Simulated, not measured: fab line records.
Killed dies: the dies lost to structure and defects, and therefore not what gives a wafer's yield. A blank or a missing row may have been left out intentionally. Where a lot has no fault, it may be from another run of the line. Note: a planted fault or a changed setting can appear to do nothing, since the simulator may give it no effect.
A single fault, viewed from 2 desks ; flow sfq-line ; numbers are kept per desk, each desk with only its own; the story behind them comes last

== THE METROLOGY DESK ==
What the gauges read for every lot (on any tool): the sampled wafers with a number, averaged. Any lot whose mean is over 4 standard deviations away from the usual mean is out of limits and marked OUT; that distance is given in the brackets.
Columns: A = M3_NB_RS at SFQ_M3_RS_MEAS_919, usual 0.889 ohm/sq
lot;first seen here;A
L244;day 23 03:43;0.876
L246;day 24 03:14;0.870
L247;day 24 15:07;0.895
L249;day 25 06:40;0.878
L250;day 25 12:40;0.891
L252;day 26 09:01;0.884
L253;day 26 11:22;0.878
L257;day 27 18:34;0.897
L260;day 28 18:55;1.053 (+14) OUT
L261;day 28 23:41;1.029 (+12) OUT
L262;day 29 14:05;0.892
L264;day 30 11:40;0.881
L265;day 30 16:29;0.890
L266;day 30 23:40;0.882
Finding of this desk: L260, L261 out of limits, first seen on L260 at day 28 18:55 (M3_NB_RS at SFQ_M3_RS_MEAS_919). L244, L246, L247, L249, L250, L252, L253, L257, L262, L264, L265, L266: within limits.

== TOOL OWNER'S DESK, pvd-sputter-06 ==
The tool's own readings at SFQ_TRILAYER_M3_DEP_SPUTTER_073 (material Nb, target thk 200 nm, time 133.3 s): means of the sampled wafers that have a number, for each lot that ran on this tool. Any lot whose mean is over 4 standard deviations away from the usual mean is out of limits and marked OUT; that distance is given in the brackets.
Columns: A = resputter-cathode-voltage-v at SFQ_TRILAYER_M3_DEP_SPUTTER_073, usual 400 V; B = throttle-valve-pct at SFQ_TRILAYER_M3_DEP_SPUTTER_073, usual 30.5 %
lot;first seen here;A;B
L246;day 24 03:08;401;28.6
L247;day 24 14:58;400;29.7
L252;day 26 08:52;400;28.5
L260;day 28 18:47;400;29.5
L261;day 28 23:36;401;29.2
This desk's finding: nothing out of limits on any of the 5 lots.

== ALL TOGETHER ==
Metrology desk: alarm possible at day 28 18:55 on L260, L261.
The tool owner's desk saw nothing out of limits.
Tool owner's desk: L260, L261 on record, inside its limits.
The lots listed all ran SFQ_TRILAYER_M3_DEP_SPUTTER_073 on pvd-sputter-06.

== WHAT WAS PUT IN BY THE SIMULATOR ==
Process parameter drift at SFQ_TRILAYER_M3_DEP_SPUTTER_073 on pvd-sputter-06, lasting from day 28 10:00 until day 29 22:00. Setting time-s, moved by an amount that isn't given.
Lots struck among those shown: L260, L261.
Hours from the fault's start to each desk's first reading out of limits: the metrology desk, 9.
